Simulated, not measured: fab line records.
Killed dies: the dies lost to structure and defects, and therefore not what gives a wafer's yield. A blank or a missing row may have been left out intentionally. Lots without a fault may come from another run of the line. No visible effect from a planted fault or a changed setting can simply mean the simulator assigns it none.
Which of the tools did it?	flow sky130	6 lots, 18 wafers sampled, at 2 steps of a route of 708

WHAT THE GAUGES READ, wafer by wafer
SKY_LDD_HVN_TW_MEAS_10.
lot	measured	on	LDD_HVN_TW
L270	day 20 11:47	film metro-03	1455 1439 1445
L273	day 22 13:11	film metro-02	1425 1420 1428
L277	day 23 01:14	film metro-03	1447 1436 1446
L278	day 23 23:20	film metro-02	2910 2909 2912 2908 2916 2896
L286	day 26 04:53	film metro-02	1423 1418 1414
L292	day 28 06:11	film metro-04	1436 1436 1448

WHICH TOOL RAN EACH LOT (tool, then ch and the chambers of the sampled wafers, then the start)
lot	SKY_LDD_HVN_IMPLANT_08
L270	implanter-02 ch 0, day 20 11:32
L273	implanter-02 ch 0, day 22 12:56
L277	implanter-02 ch 0, day 23 01:00
L278	implanter-02 ch 0, day 23 23:05
L286	implanter-03 ch 0, day 26 04:40
L292	implanter-04 ch 0, day 28 05:56
- SKY_LDD_HVN_IMPLANT_08

THE ANSWER, worked out from the rows above alone
Rule: the usual values come from the lots themselves. Put in order of their means at a reading, lots are off if they are a third of the lots or fewer, leave a main group of 4 or more, and stand apart from it by a gap of 3 or more times the standard deviation of the main group's means; of several such gaps the widest counts. The tables above print the reading to a certain number of digits; a main group whose means all agree to those digits is not used. A lot without any number at a reading at which 4 lots or more have one is off too. Any other lot the step has rows for is counted as sound.
Off: at SKY_LDD_HVN_TW_MEAS_10 (LDD_HVN_TW), L278. Mean 1434 and standard deviation 11 in the main group.
If a tool, at a process step before that reading, ran all the lots that are off and no sound lot after the first of them, it fits. Those tools and the gauges at SKY_LDD_HVN_TW_MEAS_10 are tried in the same way. One candidate fits, namely implanter-02 at SKY_LDD_HVN_IMPLANT_08. Its last sound lot is L277 (day 23 01:00), its first lot that is off L278 (day 23 23:05): a fault that began between those two fits.

WHAT WAS PUT IN BY THE SIMULATOR
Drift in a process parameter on implanter-02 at SKY_LDD_HVN_IMPLANT_08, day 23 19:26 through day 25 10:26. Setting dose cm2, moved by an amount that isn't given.
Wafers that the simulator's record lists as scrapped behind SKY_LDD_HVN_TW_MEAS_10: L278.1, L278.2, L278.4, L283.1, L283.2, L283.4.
Lots struck among those shown: L278. The rule above found the same.
